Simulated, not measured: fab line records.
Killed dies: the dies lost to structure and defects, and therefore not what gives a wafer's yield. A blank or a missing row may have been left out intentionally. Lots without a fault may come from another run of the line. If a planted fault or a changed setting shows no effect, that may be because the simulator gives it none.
8D (eight disciplines) problem report, filled in by code :: flow gf180mcu :: the parts of the form that need people (team, actions taken, sign-off) are left out

## 1. WHAT IS WRONG
Wafers without a fault read 532.9, standard deviation 1.2; wafer_temp_C_max at GF_SALICIDE_RTA_06 reads a mean of 465.8 on 6 wafers belonging to 2 lots. Measured from the usual mean, that is -56 standard deviations.
The step: time 30 s.
Seen first at day 19 14:04 on rtpAnneal-02, wafer L367.2. Wafers with a number at this step in the record: 18, from 6 lots. Rule for "out", or "out of limits": more than 4 standard deviations from the usual mean. The other wafers with a number count as sound.

## 2. WHAT IT IS, WHAT IT ISN'T
question: which readings at this step
is: wafer_temp_C_max, lampPowerPct
is not: -

question: which lots
is: L367, L368
is not: L360, L362, L370, L375

question: which wafers of those lots
is: all that have a number
is not: -

question: read on which tools
is: rtpAnneal-02
is not: rtpAnneal-01

question: when
is: from day 19 14:04
is not: up to then (6 sound wafers); but 6 sound wafers of L370, L375 came after

## 3. WHAT RULES OUT EACH SUSPECT
Counting: any tool at a process step up to the reading is kept as a suspect provided that every lot that is out went through it and no sound lot did after the first of them.
- rtpAnneal-02 at GF_SALICIDE_RTA_06 (time 30 s): kept. It processed each lot that is out, first L367 at day 19 14:04, and no sound lot thereafter; up to then, the last sound lot it processed was L362 at day 18 02:22. On those wafers its own readings are out: lampPowerPct, wafer_temp_C_max.
Remaining after the count: rtpAnneal-02 at GF_SALICIDE_RTA_06.

## 4. THE CAUSE (what the simulator had put in)
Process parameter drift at GF_SALICIDE_RTA_06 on rtpAnneal-02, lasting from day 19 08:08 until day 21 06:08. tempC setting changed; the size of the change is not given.
This tool alone remained once counting was done.

## 5. THE EFFECT CHAIN, in route order
Rows list readings where the struck wafers' mean (over those with a number) sits beyond 3 standard deviations from the usual. Readings are gone through only where the record gives a usual standard deviation; hours: the median, over the lots, of the time from a lot's start at the first step in this table giving one to that lot's start at this step; sigmas: the change measured in usual standard deviations.
hours: 0
step: GF_SALICIDE_RTA_06
reading: lampPowerPct
usual: 5.8 %
on struck wafers: 4.1
change: -1.7
sigmas: -5.5

hours: 0
step: GF_SALICIDE_RTA_06
reading: wafer_temp_C_max
usual: 532.9
on struck wafers: 465.8
change: -67.1
sigmas: -56
Its process steps:
- GF_SALICIDE_RTA_06: time 30 s.

## 6. WHAT WOULD HAVE CAUGHT IT SOONER
The fault began at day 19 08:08; the first out-of-limits reading in this record came at day 19 14:04, 6 hours later.
